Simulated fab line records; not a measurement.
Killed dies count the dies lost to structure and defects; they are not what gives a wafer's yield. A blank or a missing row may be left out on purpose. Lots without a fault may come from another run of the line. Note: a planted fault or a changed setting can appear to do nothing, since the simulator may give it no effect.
Matching of chambers || flow sky130 || 4 sister chambers for SKY_FIELD_ISO_CMP_27 on cmp-02
The step polishes, stops on Si3N4, t overpolish 16 s, target thk 457.8 nm. 8 wafers are shown with their chamber, then 12 later ones without.

WAFERS WITH THEIR CHAMBER
{"wafer": "L088.3", "chamber": 1, "motor current A (A)": 13.0, "time to endpoint s (s)": 105}
{"wafer": "L088.6", "chamber": 3, "motor current A (A)": 12.1, "time to endpoint s (s)": 108}
{"wafer": "L089.2", "chamber": 2, "motor current A (A)": 11.7, "time to endpoint s (s)": 107}
{"wafer": "L089.3", "chamber": 0, "motor current A (A)": 10.8, "time to endpoint s (s)": 110}
{"wafer": "L089.5", "chamber": 0, "motor current A (A)": 10.7, "time to endpoint s (s)": 110}
{"wafer": "L090.1", "chamber": 2, "motor current A (A)": 10.9, "time to endpoint s (s)": 108}
{"wafer": "L090.3", "chamber": 1, "motor current A (A)": 12.3, "time to endpoint s (s)": 112}
{"wafer": "L090.4", "chamber": 3, "motor current A (A)": 11.8, "time to endpoint s (s)": 115}

WAFERS MISSING THEIR CHAMBER
{"wafer": "L092.3", "motor current A (A)": 11.7, "time to endpoint s (s)": 107}
{"wafer": "L092.4", "motor current A (A)": 12.9, "time to endpoint s (s)": 110}
{"wafer": "L092.6", "motor current A (A)": 12.6, "time to endpoint s (s)": 109}
{"wafer": "L093.1", "motor current A (A)": 10.7, "time to endpoint s (s)": 116}
{"wafer": "L093.2", "motor current A (A)": 12.2, "time to endpoint s (s)": 112}
{"wafer": "L093.3", "motor current A (A)": 12.5, "time to endpoint s (s)": 116}
{"wafer": "L094.1", "motor current A (A)": 10.1, "time to endpoint s (s)": 115}
{"wafer": "L094.2", "motor current A (A)": 12.4, "time to endpoint s (s)": 114}
{"wafer": "L094.3", "motor current A (A)": 13.4, "time to endpoint s (s)": 108}
{"wafer": "L097.1", "motor current A (A)": 12.3, "time to endpoint s (s)": 117}
{"wafer": "L097.2", "motor current A (A)": 12.6, "time to endpoint s (s)": 114}
{"wafer": "L097.4", "motor current A (A)": 11.2, "time to endpoint s (s)": 115}

WHICH CHAMBER EACH ONE RAN IN
{"wafer": "L092.3", "from the rows above": "can't be placed: 2 or 3 or 1 or 0", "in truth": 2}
{"wafer": "L092.4", "from the rows above": "can't be placed: 1 or 3", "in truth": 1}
{"wafer": "L092.6", "from the rows above": "can't be placed: 1 or 3", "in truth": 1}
{"wafer": "L093.1", "from the rows above": "can't be placed: 0 or 2 or 3", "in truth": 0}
{"wafer": "L093.2", "from the rows above": "can't be placed: 3 or 1 or 2", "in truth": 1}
{"wafer": "L093.3", "from the rows above": "can't be placed: 3 or 1", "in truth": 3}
{"wafer": "L094.1", "from the rows above": "can't be placed: 0 or 2", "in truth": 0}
{"wafer": "L094.2", "from the rows above": "can't be placed: 3 or 1", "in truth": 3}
{"wafer": "L094.3", "from the rows above": "can't be placed: 1 or 3", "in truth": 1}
{"wafer": "L097.1", "from the rows above": "can't be placed: 3 or 1 or 2", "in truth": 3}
{"wafer": "L097.2", "from the rows above": "can't be placed: 1 or 3", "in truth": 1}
{"wafer": "L097.4", "from the rows above": "can't be placed: 0 or 2 or 3", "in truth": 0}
0 of 12 placed correctly. Not placeable from these rows: 12 (in 12, the candidates include the true chamber). Number placed wrongly: 0.
How it was worked out, from the rows above alone: a wafer's distance from a chamber is the root of the sum, over the readings, of the square of ((its reading less the chamber's mean) divided by the reading's scatter). If the next closest chamber is less than 2 further off than the closest, the wafer can't be placed; otherwise it belongs to the closest. Each chamber's mean is taken over the wafers shown for it. How the scatter is found: for the shown wafers, subtract from each reading the mean of its chamber, square and add these, divide the total by (wafers less chambers), then take the root.
